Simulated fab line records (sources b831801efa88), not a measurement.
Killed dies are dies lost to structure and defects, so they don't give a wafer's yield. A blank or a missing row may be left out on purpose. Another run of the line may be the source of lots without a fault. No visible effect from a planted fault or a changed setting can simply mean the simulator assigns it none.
What tool caused it? -- flow gf180mcu -- 13 lots with 39 wafers sampled at 5 steps, on a route of 602 steps

== WHAT EACH GAUGE READ, for each wafer ==
GF_POLY_GATE_CD_MEAS_18.
lot,measured,on,cd-nm (nm)
L723,day 9 13:30,cd-sem-02,279.0 283.4 281.1
L725,day 10 00:19,cd-sem-02,276.1 277.5 277.4
L726,day 10 11:53,cd-sem-02,275.9 281.9 279.3
L727,day 10 16:53,cd-sem-02,281.0 278.8 282.8
L729,day 11 11:25,cd-sem-02,283.3 283.4 281.4
L731,day 11 21:40,cd-sem-01,280.6 280.0 278.1
L735,day 13 04:28,cd-sem-02,282.6 282.7 283.1
L737,day 13 22:36,cd-sem-01,279.4 282.0 283.2
L739,day 14 22:10,cd-sem-02,281.2 282.0 283.7
L740,day 15 02:27,cd-sem-02,278.8 281.1 278.5
L742,day 15 11:31,cd-sem-01,282.0 281.0 282.4
L743,day 15 16:20,cd-sem-01,278.7 280.9 280.2
L745,day 16 07:49,cd-sem-01,280.6 278.9 281.3

GF_HV_LDD_TW_MEAS_50.
lot,measured,on,HV_LDD_4_TW
L723,day 12 16:58,film-metro-04,577 576 577
L725,day 13 04:25,film-metro-03,568 568 572
L726,day 13 14:41,film-metro-03,571 568 569
L727,day 13 21:55,film-metro-04,508 513 512
L729,day 14 18:29,film-metro-04,581 580 580
L731,day 15 05:53,film-metro-01,504 508 509
L735,day 16 18:19,film-metro-01,564 566 568
L737,day 17 14:55,film-metro-03,568 569 572
L739,day 18 18:47,film-metro-03,576 578 578
L740,day 18 21:02,film-metro-01,565 563 563
L742,day 19 08:07,film-metro-03,582 580 580
L743,day 19 14:04,film-metro-01,566 568 565
L745,day 20 10:07,film-metro-03,580 579 581

GF_PSD_OVL_MEAS_08.
lot,measured,on,PSD_OVL (nm)
L723,day 14 10:04,overlay-01,0.5 2.3 -0.8
L725,day 14 22:40,overlay-01,0.3 -1.3 -0.3
L726,day 15 09:47,overlay-02,-1.4 1.0 -0.8
L727,day 15 19:36,overlay-01,-0.8 -0.8 0.3
L729,day 16 17:28,overlay-01,0.3 -1.0 -1.1
L731,day 17 07:05,overlay-01,0.9 0.2 0.8
L735,day 18 21:17,overlay-01,1.1 1.6 0.0
L737,day 19 18:58,overlay-02,-2.1 -1.7 -3.1
L739,day 21 01:13,overlay-02,-1.7 -1.5 -2.8
L740,day 21 04:07,overlay-01,0.5 1.4 -0.6
L742,day 21 12:26,overlay-02,0.7 -1.1 0.3
L743,day 21 17:35,overlay-02,-1.3 -1.7 0.8
L745,day 22 12:01,overlay-02,0.7 0.2 0.3

== WHICH TOOL RAN EACH LOT (tool, then ch and the chambers of the sampled wafers, then the start) ==
lot,GF_DUAL_GATE_STRIP_13,GF_HV_LDD_IMPLANT_48
L723,"plasma-asher-04 ch 0,1, day 8 15:21","implanter-02 ch 0, day 12 16:44"
L725,"plasma-asher-01 ch 0,1, day 9 02:08","implanter-02 ch 0, day 13 04:10"
L726,"plasma-asher-03 ch 0,1, day 9 12:08","implanter-03 ch 0, day 13 14:28"
L727,"plasma-asher-01 ch 0,1, day 9 15:43","implanter-02 ch 0, day 13 21:42"
L729,"plasma-asher-01 ch 0,1, day 10 10:38","implanter-03 ch 0, day 14 18:15"
L731,"plasma-asher-01 ch 0,1, day 10 21:01","implanter-02 ch 0, day 15 05:39"
L735,"plasma-asher-03 ch 1, day 11 23:37","implanter-01 ch 0, day 16 18:04"
L737,"plasma-asher-04 ch 0,1, day 12 15:01","implanter-01 ch 0, day 17 14:40"
L739,"plasma-asher-04 ch 1, day 13 11:10","implanter-01 ch 0, day 18 18:33"
L740,"plasma-asher-01 ch 0,1, day 13 17:26","implanter-01 ch 0, day 18 20:48"
L742,"plasma-asher-03 ch 0, day 14 05:16","implanter-02 ch 0, day 19 07:52"
L743,"plasma-asher-01 ch 0,1, day 14 10:41","implanter-03 ch 0, day 19 13:49"
L745,"plasma-asher-04 ch 0, day 15 03:28","implanter-02 ch 0, day 20 09:52"
- GF_DUAL_GATE_STRIP_13: strips in O2/N2.
- GF_HV_LDD_IMPLANT_48

== WHAT THE TOOLS THEMSELVES READ (means of the sampled wafers that have a number; where no wafer has one, the mark that the record gives instead) ==
GF_DUAL_GATE_STRIP_13.
lot,tool,drypump-motor-current-A (A),heater-power-w (W),oes-product-au (a.u.),strip-time-to-endpoint-s (s)
L723,plasma-asher-04,6.1,352,0.718,12.66
L725,plasma-asher-01,5.7,386,0.716,12.60
L726,plasma-asher-03,5.6,356,0.716,12.59
L727,plasma-asher-01,5.6,389,0.717,12.54
L729,plasma-asher-01,5.7,383,0.720,12.60
L731,plasma-asher-01,5.8,401,0.719,12.67
L735,plasma-asher-03,6.1,328,0.720,12.67
L737,plasma-asher-04,6.1,346,0.720,12.66
L739,plasma-asher-04,6.0,317,0.717,12.64
L740,plasma-asher-01,5.8,399,0.716,12.62
L742,plasma-asher-03,5.3,357,0.716,12.55
L743,plasma-asher-01,5.7,390,0.718,12.59
L745,plasma-asher-04,6.2,410,0.714,12.61

GF_HV_LDD_IMPLANT_48.
lot,tool,beam-energy-keV,dose-ions-cm2,end-station-pressure-torr (Torr),tilt-deg (degrees)
L723,implanter-02,24.995,2.998e+13,5.23e-06,7.009
L725,implanter-02,24.998,3.004e+13,5.03e-06,7.015
L726,implanter-03,24.997,2.998e+13,5.01e-06,6.993
L727,implanter-02,25.006,2.996e+13,5.10e-06,-0.010
L729,implanter-03,24.997,3.000e+13,5.33e-06,6.997
L731,implanter-02,24.990,2.996e+13,5.34e-06,-0.007
L735,implanter-01,25.003,3.001e+13,5.31e-06,7.007
L737,implanter-01,24.993,3.006e+13,5.20e-06,7.037
L739,implanter-01,25.000,2.996e+13,5.20e-06,6.975
L740,implanter-01,25.003,3.000e+13,5.13e-06,6.999
L742,implanter-02,25.010,3.001e+13,5.14e-06,7.004
L743,implanter-03,25.001,2.998e+13,5.24e-06,6.998
L745,implanter-02,25.009,2.996e+13,5.17e-06,7.006

== THE ANSWER, worked out from the rows above alone ==
Rule: usual is defined by the lots themselves. Put in order of their means at a reading, lots are off if they are a third of the lots or fewer, leave a main group of 4 or more, and stand apart from it by a gap of 3 or more times the standard deviation of the main group's means; of several such gaps the widest counts. Not used: any main group whose means are identical at the precision the tables above print for the reading. A lot without any number at a reading at which 4 lots or more have one is off too. The other lots that the step has rows for count as sound. Order of review: gauges by route order, followed by the tools' own readings, for which a lot's mean as printed above is used. At the first step where some lot is off, the reading lying furthest off is the one used; lots without a number count as furthest.
Off: L727, L731, at GF_HV_LDD_TW_MEAS_50 (HV_LDD_4_TW). Mean 573 and standard deviation 6.1 in the main group.
If a tool, at a process step before that reading, ran all the lots that are off and no sound lot after the first of them, it fits. Not tried: the gauges at GF_HV_LDD_TW_MEAS_50; whatever is off there is also off at GF_HV_LDD_IMPLANT_48, on other tools, and gauge error can't account for it. Not one of the candidates tried fits.

== WHAT THE SIMULATOR PUT IN ==
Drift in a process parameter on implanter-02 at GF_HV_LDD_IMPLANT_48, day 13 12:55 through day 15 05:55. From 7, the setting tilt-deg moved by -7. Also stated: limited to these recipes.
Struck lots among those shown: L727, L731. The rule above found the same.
